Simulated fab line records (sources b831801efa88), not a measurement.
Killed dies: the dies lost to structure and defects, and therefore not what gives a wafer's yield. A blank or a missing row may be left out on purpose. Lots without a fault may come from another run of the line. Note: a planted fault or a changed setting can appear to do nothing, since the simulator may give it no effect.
fab line records ; flow gf180mcu
record: lots: 13; wafers: 39; lastDay: 34
route steps=602 shown PSD@261 NSD@262 M2@376 V3@443
lots that met no fault: from a run of the same line without faults
startH: the number of hours between the record's first day and the start of the first shown wafer of the lot ; waitH: time in hours since the lot's previous step ; " as in the row above ; L1.1+2: a row that stands for several wafers ; - value missing, or start not given ; * or withheld: withheld ; < > ~ a bound
route shown NAME@n: names a module that has steps shown in the file, with the first one's number in the route ; usual: mean/standard deviation taken from wafers without a fault ; same: alike in all rows ; chamber/n: place in a boat ; sites: per-site readings ; _std_site: the standard deviation of these ; _edge_site: inner sites' mean taken away from outer sites' mean ; radiusMm: for every site, how far away it sits from the centre of the wafer ; mask NAME#n: copy n ; behind: the last tool/chamber to shape the wafer ; hold: reason for holding the lot/hours on hold/outcome of the hold ; device: the transistor (n, p or np) that didn't switch ; end of line: the route-end tests of the same wafers ; a step with no rows: only its recipe ; killed: dies lost to structure and defects at the first sort, not the wafer's yield ; map: per-die view of a wafer (x killed, . not killed, _ where there is no die)
set.NAME: the run value of the setting; set.NAME@STEP: its run value at that earlier step ; model.NAME: the simulator's own value behind a step, which no gauge read
one table for each step of the route and one row for each wafer, over a sample of lots
services: when a tool's chamber went out of use (startH, in hours from the record's first day, below 0 if earlier), for how many hours, and the reason
== steps ==
step: GF_PSD_RTA_13
recipe: tempC: 1025; timeS: 20; ambient: N2
usual: annealTempCMax: 1029.6/0.86; lampPowerPct: 35.5/1.1; runLengthS: 48.4/0.55; wafer_temp_C_max: 1028.8/1.1
lot.wafer;tool;chamber;startH;waitH;annealTempCMax;lampPowerPct;runLengthS;wafer_temp_C_max
L126.2;rtpAnneal-02;0;312.93;0.0;1029.4;36.5;48.3;1028.1
L126.5;rtpAnneal-02;0;312.93;0.0;1028.6;36.5;48.2;1027.6
L126.6;rtpAnneal-02;0;312.93;0.0;1029.2;36.5;48.2;1029.3
L129.1;rtpAnneal-01;0;335.46;0.0;1028.8;34.2;48.3;1030.9
L129.3;rtpAnneal-01;0;335.46;0.0;1028.7;34.3;48.5;1029.4
L129.6;rtpAnneal-01;0;335.46;0.0;1030.8;34.2;48.6;1029.7
L130.2;rtpAnneal-02;0;344.92;0.0;1030.0;36.6;48.0;1028.0
L130.3;rtpAnneal-02;0;344.92;0.0;1031.4;36.5;48.2;1029.4
L130.5;rtpAnneal-02;0;344.92;0.0;1029.6;36.5;48.3;1028.0
L131.1;rtpAnneal-02;0;353.60;0.0;1030.3;36.5;48.3;1028.5
L131.3;rtpAnneal-02;0;353.60;0.0;1030.3;36.5;48.4;1028.0
L131.4;rtpAnneal-02;0;353.60;0.0;1030.7;36.6;48.0;1029.7
L132.2;rtpAnneal-01;0;369.94;0.0;1029.7;34.2;48.5;1028.8
L132.4;rtpAnneal-01;0;369.94;0.0;1028.6;34.3;48.7;1029.6
L132.6;rtpAnneal-01;0;369.94;0.0;1029.1;34.2;48.5;1029.5
L133.1;rtpAnneal-01;0;382.25;0.0;1030.6;34.2;50.7;1030.2
L133.2;rtpAnneal-01;0;382.25;0.0;1029.5;34.3;50.6;1028.9
L133.6;rtpAnneal-01;0;382.25;0.0;1029.7;34.3;50.8;1029.3
L134.1;rtpAnneal-02;0;387.95;0.0;1028.9;36.4;48.2;1028.8
L134.2;rtpAnneal-02;0;387.95;0.0;1030.1;36.5;48.3;1027.3
L134.6;rtpAnneal-02;0;387.95;0.0;1028.9;36.6;48.0;1027.6
L135.2;rtpAnneal-02;0;396.54;0.0;1028.6;36.5;48.5;1027.9
L135.4;rtpAnneal-02;0;396.54;0.0;1030.4;36.5;48.5;1028.0
L135.5;rtpAnneal-02;0;396.54;0.0;1029.7;36.5;47.9;1027.2
L140.1;rtpAnneal-01;0;447.77;0.0;1028.8;34.2;73.2;1029.6
L140.2;rtpAnneal-01;0;447.77;0.0;1028.9;34.2;73.1;1029.3
L140.6;rtpAnneal-01;0;447.77;0.0;1028.4;34.3;72.9;1029.7
L142.1;rtpAnneal-01;0;465.30;0.0;1028.4;34.2;73.1;1030.3
L142.2;rtpAnneal-01;0;465.30;0.0;1029.2;34.2;72.8;1030.5
L142.4;rtpAnneal-01;0;465.30;0.0;1028.1;34.2;73.1;1028.8
L144.2;rtpAnneal-02;0;477.08;0.0;1030.7;36.6;47.9;1027.7
L144.3;rtpAnneal-02;0;477.08;0.0;1031.7;36.5;48.0;1026.8
L144.4;rtpAnneal-02;0;477.08;0.0;1029.6;36.5;48.2;1028.5
L145.3;rtpAnneal-02;0;485.20;0.0;1031.0;36.5;48.4;1027.7
L145.5;rtpAnneal-02;0;485.20;0.0;1029.9;36.5;47.9;1028.2
L145.6;rtpAnneal-02;0;485.20;0.0;1029.9;36.5;48.3;1028.1
L149.2;rtpAnneal-02;0;507.24;0.0;1032.1;36.5;47.9;1027.5
L149.3;rtpAnneal-02;0;507.24;0.0;1029.7;36.5;48.1;1027.8
L149.6;rtpAnneal-02;0;507.24;0.0;1029.8;36.6;48.1;1028.0
step: GF_PSD_RS_MEAS_14
recipe: thkMeasGauge: four-point-probe
usual: NSD_RS: 46.10/0.083
lot.wafer;tool;chamber;startH;waitH;hold;NSD_RS[ohm/sq]
L126.2;filmMetro-03;-;313.02;0.1;-;46.09
L126.5;filmMetro-03;-;313.02;0.1;-;46.20
L126.6;filmMetro-03;-;313.02;0.1;-;46.03
L129.1;filmMetro-03;-;335.54;0.1;-;46.14
L129.3;filmMetro-03;-;335.54;0.1;-;46.11
L129.6;filmMetro-03;-;335.54;0.1;-;46.07
L130.2;filmMetro-03;-;345.01;0.1;-;46.19
L130.3;filmMetro-03;-;345.01;0.1;-;45.90
L130.5;filmMetro-03;-;345.01;0.1;-;46.17
L131.1;filmMetro-01;-;353.69;0.1;-;46.03
L131.3;filmMetro-01;-;353.69;0.1;-;46.12
L131.4;filmMetro-01;-;353.69;0.1;-;46.17
L132.2;filmMetro-03;-;370.03;0.1;-;46.21
L132.4;filmMetro-03;-;370.03;0.1;-;46.21
L132.6;filmMetro-03;-;370.03;0.1;-;46.14
L133.1;filmMetro-02;-;382.42;0.1;-;46.02
L133.2;filmMetro-02;-;382.42;0.1;-;46.07
L133.6;filmMetro-02;-;382.42;0.1;-;46.17
L134.1;filmMetro-01;-;388.04;0.1;-;45.93
L134.2;filmMetro-01;-;388.04;0.1;-;46.21
L134.6;filmMetro-01;-;388.04;0.1;-;46.08
L135.2;filmMetro-01;-;396.63;0.1;-;46.10
L135.4;filmMetro-01;-;396.63;0.1;-;45.95
L135.5;filmMetro-01;-;396.63;0.1;-;45.98
L140.1;filmMetro-01;-;447.86;0.1;awaitDispo/0.2h/release;41.78
L140.2;filmMetro-01;-;447.86;0.1;awaitDispo/0.2h/release;41.88
L140.6;filmMetro-01;-;447.86;0.1;awaitDispo/0.2h/release;41.91
L140.1;filmMetro-01;-;448.14;0.3;-;41.84
L140.2;filmMetro-01;-;448.14;0.3;-;41.90
L140.6;filmMetro-01;-;448.14;0.3;-;42.01
L142.1;filmMetro-02;-;465.39;0.1;awaitDispo/0.2h/release;41.97
L142.2;filmMetro-02;-;465.39;0.1;awaitDispo/0.2h/release;41.91
L142.4;filmMetro-02;-;465.39;0.1;awaitDispo/0.2h/release;41.78
L142.1;filmMetro-02;-;465.67;0.3;-;41.96
L142.2;filmMetro-02;-;465.67;0.3;-;41.84
L142.4;filmMetro-02;-;465.67;0.3;-;41.75
L144.2;filmMetro-02;-;477.16;0.1;-;46.08
L144.3;filmMetro-02;-;477.16;0.1;-;45.91
L144.4;filmMetro-02;-;477.16;0.1;-;46.06
L145.3;filmMetro-02;-;485.30;0.1;-;46.14
L145.5;filmMetro-02;-;485.30;0.1;-;46.06
L145.6;filmMetro-02;-;485.30;0.1;-;46.19
L149.2;filmMetro-01;-;507.33;0.1;-;46.10
L149.3;filmMetro-01;-;507.33;0.1;-;46.03
L149.6;filmMetro-01;-;507.33;0.1;-;46.10
step: GF_M2_CD_MEAS_14
recipe: targetCdNm: 280
usual: cdNm: 279.7/1.1
lot.wafer;tool;chamber;startH;waitH;cdNm
L126.2;cdSem-01;-;429.08;0.1;278.1
L126.5;cdSem-01;-;429.08;0.1;278.6
L126.6;cdSem-01;-;429.08;0.1;277.9
L129.1;cdSem-02;-;455.78;0.1;280.5
L129.3;cdSem-02;-;455.78;0.1;280.6
L129.6;cdSem-02;-;455.78;0.1;280.5
L130.2;cdSem-02;-;466.08;0.1;277.8
L130.3;cdSem-02;-;466.08;0.1;278.9
L130.5;cdSem-02;-;466.08;0.1;280.1
L131.1;cdSem-01;-;477.36;0.1;280.9
L131.3;cdSem-01;-;477.36;0.1;281.7
L131.4;cdSem-01;-;477.36;0.1;281.3
L132.2;cdSem-01;-;493.15;0.1;279.0
L132.4;cdSem-01;-;493.15;0.1;279.2
L132.6;cdSem-01;-;493.15;0.1;279.8
L133.1;cdSem-02;-;507.18;0.1;278.3
L133.2;cdSem-02;-;507.18;0.1;279.5
L133.6;cdSem-02;-;507.18;0.1;279.4
L134.1;cdSem-01;-;512.86;0.1;279.2
L134.2;cdSem-01;-;512.86;0.1;279.0
L134.6;cdSem-01;-;512.86;0.1;278.3
L135.2;cdSem-02;-;522.46;0.1;280.8
L135.4;cdSem-02;-;522.46;0.1;280.3
L135.5;cdSem-02;-;522.46;0.1;279.2
L144.2;cdSem-01;-;595.28;0.1;279.1
L144.3;cdSem-01;-;595.28;0.1;279.2
L144.4;cdSem-01;-;595.28;0.1;279.6
L145.3;cdSem-01;-;603.49;0.1;279.6
L145.5;cdSem-01;-;603.49;0.1;277.8
L145.6;cdSem-01;-;603.49;0.1;278.8
L149.2;cdSem-02;-;622.80;0.1;280.0
L149.3;cdSem-02;-;622.80;0.1;279.0
L149.6;cdSem-02;-;622.80;0.1;278.9
step: GF_V3_CD_MEAS_14
recipe: targetCdNm: 260
usual: cdNm: 260.0/1.2
lot.wafer;tool;chamber;startH;waitH;cdNm
L126.2;cdSem-01;-;505.81;0.1;258.9
L126.5;cdSem-01;-;505.81;0.1;258.2
L126.6;cdSem-01;-;505.81;0.1;260.1
L129.1;cdSem-02;-;530.84;0.1;257.9
L129.3;cdSem-02;-;530.84;0.1;258.8
L129.6;cdSem-02;-;530.84;0.1;258.1
L130.2;cdSem-02;-;539.68;0.1;258.6
L130.3;cdSem-02;-;539.68;0.1;259.7
L130.5;cdSem-02;-;539.68;0.1;259.2
L131.1;cdSem-01;-;550.21;0.1;258.4
L131.3;cdSem-01;-;550.21;0.1;258.0
L131.4;cdSem-01;-;550.21;0.1;258.0
L132.2;cdSem-02;-;565.31;0.1;261.3
L132.4;cdSem-02;-;565.31;0.1;262.1
L132.6;cdSem-02;-;565.31;0.1;262.8
L133.1;cdSem-01;-;578.29;0.1;260.5
L133.2;cdSem-01;-;578.29;0.1;260.4
L133.6;cdSem-01;-;578.29;0.1;260.5
L134.1;cdSem-01;-;583.81;0.1;257.7
L134.2;cdSem-01;-;583.81;0.1;259.4
L134.6;cdSem-01;-;583.81;0.1;259.7
L135.2;cdSem-01;-;592.35;0.1;260.7
L135.4;cdSem-01;-;592.35;0.1;261.5
L135.5;cdSem-01;-;592.35;0.1;262.0
L144.2;cdSem-01;-;661.66;0.1;259.0
L144.3;cdSem-01;-;661.66;0.1;258.5
L144.4;cdSem-01;-;661.66;0.1;259.1
L145.3;cdSem-01;-;668.07;0.1;259.2
L145.5;cdSem-01;-;668.07;0.1;260.3
L145.6;cdSem-01;-;668.07;0.1;259.3
L149.2;cdSem-02;-;684.02;0.1;261.8
L149.3;cdSem-02;-;684.02;0.1;261.5
L149.6;cdSem-02;-;684.02;0.1;261.1
step: GF_V3_STRIP_18
recipe: chemistry: O2/N2; powerW: 1400; pressureMtorr: 1500; platenTempC: 250; o2FlowSccm: 3000; n2FlowSccm: 300; overashFraction: 0.5
usual: drypumpMotorCurrentA: 5.9/0.3; heaterPowerW: 339/22; oesProductAu: 0.592/0.0047; platenTempC: 249.99/0.18
lot.wafer;tool;chamber;startH;waitH;drypumpMotorCurrentA;heaterPowerW;oesProductAu;platenTempC;rfHoursCounterH
L126.2;plasmaAsher-04;0;506.08;-;5.5;321;0.590;250.33;8
L126.5;plasmaAsher-04;1;506.08;-;6.2;337;0.582;249.96;-
L126.6;plasmaAsher-04;0;506.08;-;5.5;318;0.599;249.89;-
L129.1;plasmaAsher-04;0;531.12;-;5.5;304;0.581;249.89;10
L129.3;plasmaAsher-04;0;531.12;-;5.5;321;0.595;249.95;-
L129.6;plasmaAsher-04;0;531.12;-;5.5;319;0.594;250.18;-
L130.2;plasmaAsher-02;0;539.94;-;6.1;356;0.591;249.82;40
L130.3;plasmaAsher-02;1;539.94;-;6.3;383;0.588;249.86;-
L130.5;plasmaAsher-02;1;539.94;-;6.3;379;0.588;250.18;-
L131.1;plasmaAsher-01;0;550.49;-;5.8;366;0.589;250.00;90
L131.3;plasmaAsher-01;1;550.49;-;6.0;321;0.591;250.21;-
L131.4;plasmaAsher-01;0;550.49;-;5.7;370;0.594;249.97;-
L132.2;plasmaAsher-01;1;565.57;-;5.9;319;0.589;249.87;91
L132.4;plasmaAsher-01;1;565.57;-;5.9;321;0.591;250.09;-
L132.6;plasmaAsher-01;1;565.57;-;5.9;321;0.596;249.85;-
L133.1;plasmaAsher-01;0;578.57;-;5.8;373;0.592;250.29;92
L133.2;plasmaAsher-01;1;578.57;-;5.9;322;0.597;249.83;92
L133.6;plasmaAsher-01;1;578.57;-;5.9;325;0.589;249.81;-
L134.1;plasmaAsher-01;1;584.09;-;6.0;327;0.597;249.87;93
L134.2;plasmaAsher-01;0;584.09;-;5.8;368;0.584;250.00;93
L134.6;plasmaAsher-01;1;584.09;-;6.0;323;0.587;249.98;-
L135.2;plasmaAsher-04;1;592.62;-;6.2;330;0.584;249.96;17
L135.4;plasmaAsher-04;0;592.62;-;5.5;317;0.599;250.44;-
L135.5;plasmaAsher-04;1;592.62;-;6.2;343;0.581;250.21;-
L144.2;plasmaAsher-04;1;661.92;-;6.2;334;0.589;249.93;24
L144.3;plasmaAsher-04;0;661.92;-;5.5;315;0.586;250.11;-
L144.4;plasmaAsher-04;1;661.92;-;6.2;337;0.591;250.24;-
L145.3;plasmaAsher-01;0;668.35;-;5.8;361;0.590;250.19;-
L145.5;plasmaAsher-01;0;668.35;-;5.8;363;0.591;250.20;-
L145.6;plasmaAsher-01;1;668.35;-;6.0;327;0.589;250.02;-
L149.2;plasmaAsher-04;0;684.29;-;5.5;309;0.589;249.88;27
L149.3;plasmaAsher-04;0;684.29;-;5.5;323;0.589;250.00;-
L149.6;plasmaAsher-04;0;684.29;-;5.5;331;0.591;249.66;-
== services ==
tool;chamber;startH;hours;kind
plasmaAsher-02;-;302.57;13.1;repair
plasmaAsher-02;-;305.18;0.7;repair
plasmaAsher-04;-;313.24;2.5;repair
plasmaAsher-02;-;359.37;4.4;repair
plasmaAsher-02;-;376.90;3.6;repair
plasmaAsher-04;-;406.47;3.2;repair
plasmaAsher-02;-;414.24;6.8;repair
plasmaAsher-01;-;418.51;2.8;pm
plasmaAsher-02;-;418.54;2.2;repair
plasmaAsher-04;-;421.25;9.0;pm
plasmaAsher-04;0;421.25;9.0;ventCycle
plasmaAsher-04;1;421.25;9.0;ventCycle
plasmaAsher-04;0;430.25;-;clean
plasmaAsher-04;1;430.25;-;clean
plasmaAsher-04;-;433.67;2.7;repair
plasmaAsher-02;-;473.57;3.4;repair
plasmaAsher-04;-;524.02;2.7;repair
plasmaAsher-01;-;565.72;1.0;repair
rtpAnneal-01;-;568.28;0.8;pm
rtpAnneal-02;-;598.79;6.7;pm
plasmaAsher-04;-;629.43;2.8;pm
plasmaAsher-02;-;679.30;3.2;repair
== key ==
firstSign: step: GF_PSD_RTA_13; reading: runLengthS; direction: up; sigmas: 45; usual: *; struck: *
effect: step: GF_PSD_RS_MEAS_14; reading: visit; direction: added
effect: step: GF_PSD_RS_MEAS_14; reading: NSD_RS; direction: down; sigmas: 51; usual: 46.10; struck: 41.87
metAt GF_PSD_RTA_13
struckLots L140,L142
scrappedBehind GF_PSD_RS_MEAS_14 L140.1,L140.2,L140.6,L142.1,L142.2,L142.4
notActingAt GF_M2_CD_MEAS_14,GF_V3_CD_MEAS_14,GF_V3_STRIP_18
onsetBetween 382.25 447.77
fault: kind: processParameterDrift; tool: rtpAnneal-01; chamber: -; onsetH: 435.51; steps: GF_PSD_RTA_13; channel: timeS; offset: *; shape: step; endH: 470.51; actsIn: *; stated: *
